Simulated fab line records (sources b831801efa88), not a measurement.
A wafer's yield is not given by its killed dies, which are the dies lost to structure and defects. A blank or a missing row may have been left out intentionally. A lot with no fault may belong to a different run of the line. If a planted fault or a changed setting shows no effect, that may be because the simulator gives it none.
Check of tool commonality :: flow gf180mcu :: Lots sampled 12, wafers sampled 36

== THE REASON FOR OPENING IT ==
On 2 of the 12 lots, a flag is raised at GF_M5_CD_MEAS_07 on the reading cdNm. Fault-free wafers read 280.0 nm, with a standard deviation of 1.
Rule: a lot gets a flag if all its wafers with a number sit over 4 standard deviations from that mean, or if no wafer of it has a number. As for the other lots, they are considered sound.

lot: L684
measured: day 26 04:11
on: cdSem-01
cdNm (nm), wafer by wafer: 279.7 279.7 279.9
flag: 

lot: L685
measured: day 26 21:32
on: cdSem-01
cdNm (nm), wafer by wafer: 278.9 278.9 280.6
flag: 

lot: L687
measured: day 27 10:52
on: cdSem-02
cdNm (nm), wafer by wafer: 280.4 280.9 279.9
flag: 

lot: L688
measured: day 27 14:51
on: cdSem-01
cdNm (nm), wafer by wafer: 279.1 279.7 279.7
flag: 

lot: L689
measured: day 27 20:56
on: cdSem-02
cdNm (nm), wafer by wafer: 280.0 281.0 279.3
flag: 

lot: L692
measured: day 28 19:20
on: cdSem-02
cdNm (nm), wafer by wafer: 280.1 279.5 279.6
flag: 

lot: L693
measured: day 29 01:32
on: cdSem-02
cdNm (nm), wafer by wafer: 281.3 281.5 280.5
flag: 

lot: L695
measured: day 29 16:57
on: cdSem-01
cdNm (nm), wafer by wafer: 278.8 278.7 278.6
flag: 

lot: L696
measured: day 30 06:13
on: cdSem-02
cdNm (nm), wafer by wafer: 280.3 281.0 280.6
flag: 

lot: L703
measured: day 32 01:10
on: cdSem-02
cdNm (nm), wafer by wafer: 290.2 289.8 289.7
flag: FLAGGED

lot: L707
measured: day 32 19:15
on: cdSem-02
cdNm (nm), wafer by wafer: 280.0 280.7 280.1
flag: 

lot: L706
measured: day 32 21:17
on: cdSem-02
cdNm (nm), wafer by wafer: 286.4 286.3 287.3
flag: FLAGGED
On average the flagged lots' numbers are 288.3 nm, which is +8.3 nm against the usual, or +8 standard deviations.

== WHICH TOOL EACH LOT WENT THROUGH ==
The record holds 4 process steps before the reading, out of a route of 602 steps. Cell contents, in order: the tool; ch with the chambers the sampled wafers went through; the start.
lot: L684
flag: 
GF_V4_SPUTTER_21: pvdSputter-01, day 24 08:37
GF_V4_SPUTTER_22: pvdSputter-01, day 24 08:41
GF_MIM_SPUTTER_02: pvdSputter-03, day 24 09:28
GF_M5_EXPOSE_04: krfScanner-02 ch 0, day 25 18:00

lot: L685
flag: 
GF_V4_SPUTTER_21: pvdSputter-03, day 25 03:09
GF_V4_SPUTTER_22: pvdSputter-03, day 25 03:13
GF_MIM_SPUTTER_02: pvdSputter-04, day 25 03:58
GF_M5_EXPOSE_04: krfScanner-01 ch 0, day 26 11:45

lot: L687
flag: 
GF_V4_SPUTTER_21: pvdSputter-03, day 25 16:11
GF_V4_SPUTTER_22: pvdSputter-03, day 25 16:15
GF_MIM_SPUTTER_02: pvdSputter-01, day 25 17:01
GF_M5_EXPOSE_04: krfScanner-02 ch 0, day 27 00:35

lot: L688
flag: 
GF_V4_SPUTTER_21: pvdSputter-02, day 25 20:13
GF_V4_SPUTTER_22: pvdSputter-02, day 25 20:16
GF_MIM_SPUTTER_02: pvdSputter-03, day 25 21:02
GF_M5_EXPOSE_04: krfScanner-01 ch 0, day 27 05:14

lot: L689
flag: 
GF_V4_SPUTTER_21: pvdSputter-02, day 26 02:07
GF_V4_SPUTTER_22: pvdSputter-02, day 26 02:11
GF_MIM_SPUTTER_02: pvdSputter-03, day 26 02:58
GF_M5_EXPOSE_04: krfScanner-02 ch 0, day 27 11:06

lot: L692
flag: 
GF_V4_SPUTTER_21: pvdSputter-03, day 27 03:50
GF_V4_SPUTTER_22: pvdSputter-03, day 27 03:53
GF_MIM_SPUTTER_02: pvdSputter-03, day 27 04:39
GF_M5_EXPOSE_04: krfScanner-02 ch 0, day 28 10:12

lot: L693
flag: 
GF_V4_SPUTTER_21: pvdSputter-02, day 27 11:49
GF_V4_SPUTTER_22: pvdSputter-02, day 27 11:53
GF_MIM_SPUTTER_02: pvdSputter-01, day 27 12:38
GF_M5_EXPOSE_04: krfScanner-01 ch 0, day 28 18:31

lot: L695
flag: 
GF_V4_SPUTTER_21: pvdSputter-03, day 28 03:19
GF_V4_SPUTTER_22: pvdSputter-03, day 28 03:23
GF_MIM_SPUTTER_02: pvdSputter-03, day 28 04:21
GF_M5_EXPOSE_04: krfScanner-01 ch 0, day 29 07:10

lot: L696
flag: 
GF_V4_SPUTTER_21: pvdSputter-01, day 28 11:23
GF_V4_SPUTTER_22: pvdSputter-01, day 28 11:26
GF_MIM_SPUTTER_02: pvdSputter-03, day 28 18:14
GF_M5_EXPOSE_04: krfScanner-01 ch 0, day 29 21:00

lot: L703
flag: FLAGGED
GF_V4_SPUTTER_21: pvdSputter-02, day 30 11:35
GF_V4_SPUTTER_22: pvdSputter-02, day 30 11:38
GF_MIM_SPUTTER_02: pvdSputter-04, day 30 12:49
GF_M5_EXPOSE_04: krfScanner-01 ch 0, day 31 16:07

lot: L707
flag: 
GF_V4_SPUTTER_21: pvdSputter-01, day 31 08:35
GF_V4_SPUTTER_22: pvdSputter-01, day 31 08:38
GF_MIM_SPUTTER_02: pvdSputter-03, day 31 09:24
GF_M5_EXPOSE_04: krfScanner-02 ch 0, day 32 10:49

lot: L706
flag: FLAGGED
GF_V4_SPUTTER_21: pvdSputter-01, day 31 09:48
GF_V4_SPUTTER_22: pvdSputter-01, day 31 09:52
GF_MIM_SPUTTER_02: pvdSputter-04, day 31 10:38
GF_M5_EXPOSE_04: krfScanner-01 ch 0, day 32 12:24
What is done by these steps:
- GF_V4_SPUTTER_21: material Ti, target thk 15 nm, time 80.02 s.
- GF_V4_SPUTTER_22: material TiN, target thk 10 nm, time 40 s.
- GF_MIM_SPUTTER_02: material AlCu, target thk 450 nm, time 23.9 s.
- GF_M5_EXPOSE_04: exposes mask Metal5, target cd 280 nm.
- GF_M5_CD_MEAS_07: target cd 280 nm.

== FLAGGED OVER TOTAL, TOOL BY TOOL (the gauges that took the reading come last) ==
step: GF_V4_SPUTTER_21
tool: pvdSputter-01
lots run: 4
flagged: 1
share of the flagged lots: some
sound lots run after its first flagged lot: 0

step: GF_V4_SPUTTER_21
tool: pvdSputter-02
lots run: 4
flagged: 1
share of the flagged lots: some
sound lots run after its first flagged lot: 0

step: GF_V4_SPUTTER_21
tool: pvdSputter-03
lots run: 4
flagged: 0
share of the flagged lots: none
sound lots run after its first flagged lot: -

step: GF_V4_SPUTTER_22
tool: pvdSputter-01
lots run: 4
flagged: 1
share of the flagged lots: some
sound lots run after its first flagged lot: 0

step: GF_V4_SPUTTER_22
tool: pvdSputter-02
lots run: 4
flagged: 1
share of the flagged lots: some
sound lots run after its first flagged lot: 0

step: GF_V4_SPUTTER_22
tool: pvdSputter-03
lots run: 4
flagged: 0
share of the flagged lots: none
sound lots run after its first flagged lot: -

step: GF_MIM_SPUTTER_02
tool: pvdSputter-01
lots run: 2
flagged: 0
share of the flagged lots: none
sound lots run after its first flagged lot: -

step: GF_MIM_SPUTTER_02
tool: pvdSputter-03
lots run: 7
flagged: 0
share of the flagged lots: none
sound lots run after its first flagged lot: -

step: GF_MIM_SPUTTER_02
tool: pvdSputter-04
lots run: 3
flagged: 2
share of the flagged lots: all
sound lots run after its first flagged lot: 0

step: GF_M5_EXPOSE_04
tool: krfScanner-01
lots run: 7
flagged: 2
share of the flagged lots: all
sound lots run after its first flagged lot: 0

step: GF_M5_EXPOSE_04
tool: krfScanner-02
lots run: 5
flagged: 0
share of the flagged lots: none
sound lots run after its first flagged lot: -

step: GF_M5_CD_MEAS_07
tool: cdSem-01
lots run: 4
flagged: 0
share of the flagged lots: none
sound lots run after its first flagged lot: -

step: GF_M5_CD_MEAS_07
tool: cdSem-02
lots run: 8
flagged: 2
share of the flagged lots: all
sound lots run after its first flagged lot: 1 (L707)

== WHAT THE TABLE PERMITS ==
Every flagged lot was run by 3 rows of the table: pvdSputter-04 at GF_MIM_SPUTTER_02, krfScanner-01 at GF_M5_EXPOSE_04 and cdSem-02 at GF_M5_CD_MEAS_07.
- pvdSputter-04 at GF_MIM_SPUTTER_02 ran 3 lots, 2 of them flagged. It ran its last sound lot, L685, at day 25 03:58 and its first flagged lot, L703, at day 30 12:49: a fault with its onset between the two fits.
- krfScanner-01 at GF_M5_EXPOSE_04 ran 7 lots, 2 of them flagged. It ran its last sound lot, L696, at day 29 21:00 and its first flagged lot, L703, at day 31 16:07: a fault with its onset between the two fits. Its own readings lie more than 4 standard deviations out on every wafer of the flagged lots: exposureDoseMJCm2.
- cdSem-02 at GF_M5_CD_MEAS_07 ran 8 lots, 2 of them flagged. Lots that were sound ran on it after the first flagged one (L707); a persistent fault on the entire tool would not allow that.
A lot count leaves these 2 tools indistinguishable: every one of them fits a fault beginning at some hour. More lots, or a look at what each step does to the wafer, might.

== WHAT THE SIMULATOR HAD INSERTED ==
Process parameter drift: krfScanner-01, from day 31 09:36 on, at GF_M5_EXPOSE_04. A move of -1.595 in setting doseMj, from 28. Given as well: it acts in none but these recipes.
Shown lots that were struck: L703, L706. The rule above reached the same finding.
